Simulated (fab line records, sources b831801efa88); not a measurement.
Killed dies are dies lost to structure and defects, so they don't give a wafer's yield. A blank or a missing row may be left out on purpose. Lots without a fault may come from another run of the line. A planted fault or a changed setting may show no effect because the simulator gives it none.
A struck lot beside a sound one | flow sky130 | 17 steps out of a route of 708
Sound: wafers L735.1, L735.4, L735.6. Struck: wafers L747.1, L747.2, L747.4. The cause comes at the end.
At each step with rows: each side's tool, then ch and its chambers, then its first start. Under that, the readings that differ: sound wafers | struck wafers | difference of the means | sigmas: that difference in standard deviations of wafers without a fault.
alike: readings whose means differ by less than 2 such deviations, and words and numbers that are the same on both sides. not compared: withheld readings, readings that some wafer has no value for, bounds like >300 that may hide the same value, and numbers for which the record gives no deviation and whose values overlap.
The two part at a step that has a row with sigmas, a row that says differs or no value, or rows on one side only. Numbers that don't overlap but have no deviation are shown without sigmas and don't part them. A reading that every wafer of one side lacks parts them only if that side has two wafers or more.

first, 4 steps without rows for these wafers: SKY_CONTACT_STRIP_20 (strips in post etch residue remover, time 1200 s); SKY_CONTACT_CLEAN_21 (cleans in IPA, time 180 s); SKY_CONTACT_CLEAN_22 (cleans in O3/DIW); SKY_CONTACT_SPUTTER_23 (material TiN, target thk 20 nm, time 80 s).
SKY_CONTACT_CVD_24: deposits W, target thk 340 nm, time 102.12 s.
  sound on cvd_w-02 ch 0,1, day 34 05:05; struck on cvd_w-02 ch 0,1, day 37 16:24
  alike: heater_power_w
SKY_CONTACT_RS_MEAS_25: measures by four-point-probe.
  sound on film_metro-02, day 34 05:12; struck on film_metro-03, day 37 16:31
  alike: CONTACT_W_RS
SKY_CONTACT_THK_MEAS_26: measures by xrf.
  sound on film_metro-02, day 34 05:19; struck on film_metro-03, day 37 16:38
  alike: CONTACT_W_THK
then, 1 step without rows for these wafers: SKY_CONTACT_CMP_27 (polishes, stops on SiO2, t overpolish 15 s, target thk 0 nm).
SKY_METAL1_SPUTTER_00: material Ti, target thk 15 nm, time 10 s.
  sound on pvd_sputter-04, day 34 05:41; struck on pvd_sputter-04, day 37 16:59
  alike: cathode_dc_power_W, chamber_pressure_pa, throttle_valve_pct
SKY_METAL1_SPUTTER_01: material TiN, target thk 20 nm, time 16.7 s.
  sound on pvd_sputter-04, day 34 05:42; struck on pvd_sputter-04, day 37 17:01
  alike: cathode_dc_power_W, chamber_pressure_pa, throttle_valve_pct
SKY_METAL1_SPUTTER_02: material AlCu, target thk 250 nm, time 13.3 s.
  sound on pvd_sputter-04, day 34 05:44; struck on pvd_sputter-04, day 37 17:02
  alike: cathode_dc_power_W, chamber_pressure_pa, throttle_valve_pct
SKY_METAL1_SPUTTER_03: material Ti, target thk 5 nm, time 3.3 s.
  sound on pvd_sputter-04, day 34 05:45; struck on pvd_sputter-04, day 37 17:04
  alike: cathode_dc_power_W, chamber_pressure_pa, throttle_valve_pct
SKY_METAL1_SPUTTER_04: material TiN, target thk 70 nm, time 58.3 s.
  sound on pvd_sputter-04, day 34 05:46; struck on pvd_sputter-04, day 37 17:05
  no value came back on the struck wafers for cathode_dc_power_W (W), chamber_pressure_pa (Pa), throttle_valve_pct (%); on the sound wafers cathode_dc_power_W (W) reads 6500.3 6499.9 6500.0
SKY_METAL1_RS_MEAS_05: measures by four-point-probe.
  sound on film_metro-01, day 34 05:49; struck on film_metro-01, day 37 17:08
  alike: METAL1_ALCU_RS
SKY_METAL1_THK_MEAS_06: measures by xrf.
  sound on film_metro-01, day 34 05:56; struck on film_metro-01, day 37 17:15
  reading              | sound       | struck      | difference | sigmas
  METAL1_ALCU_THK (nm) | 245 247 245 | 278 286 287 | +38        | +11
then, 1 step without rows for these wafers: SKY_METAL1_DEHYDRATE_07 (time 60 s).
-- the record jumps here: 12 days lie between the struck wafers' starts before and after (it left off in module METAL1 and takes up again in module PAD_OPEN, whose first step shown is number 708 of the route) --
SKY_PAD_OPEN_PROBE_99:
  sound on prober-02, day 47 14:04; struck on prober-02, day 49 21:13
  reading                       | sound             | struck           | difference | sigmas
  model.etest.via1_chain.rc_ohm | 16.42 16.56 15.97 | 26.7 26.84 25.81 | +10.1      |
  alike: defect_limited_yield, killed_at_M0_to_M3, killed_at_M4_up, killed_at_contacts, killed_at_front_end, killed_at_other, killed_dies, killed_on_rim, killed_open, killed_short, sort_bin_3_pad_short, sort_bin_5_function, sort_bin_6_memory, sort_n_pass, sort_yield_pct

WHERE THEY PART
First at SKY_METAL1_SPUTTER_04; last, within this record, at SKY_METAL1_THK_MEAS_06. Later steps at which nothing parts them and some readings are alike: SKY_PAD_OPEN_PROBE_99.

WHY: what the simulator had put in
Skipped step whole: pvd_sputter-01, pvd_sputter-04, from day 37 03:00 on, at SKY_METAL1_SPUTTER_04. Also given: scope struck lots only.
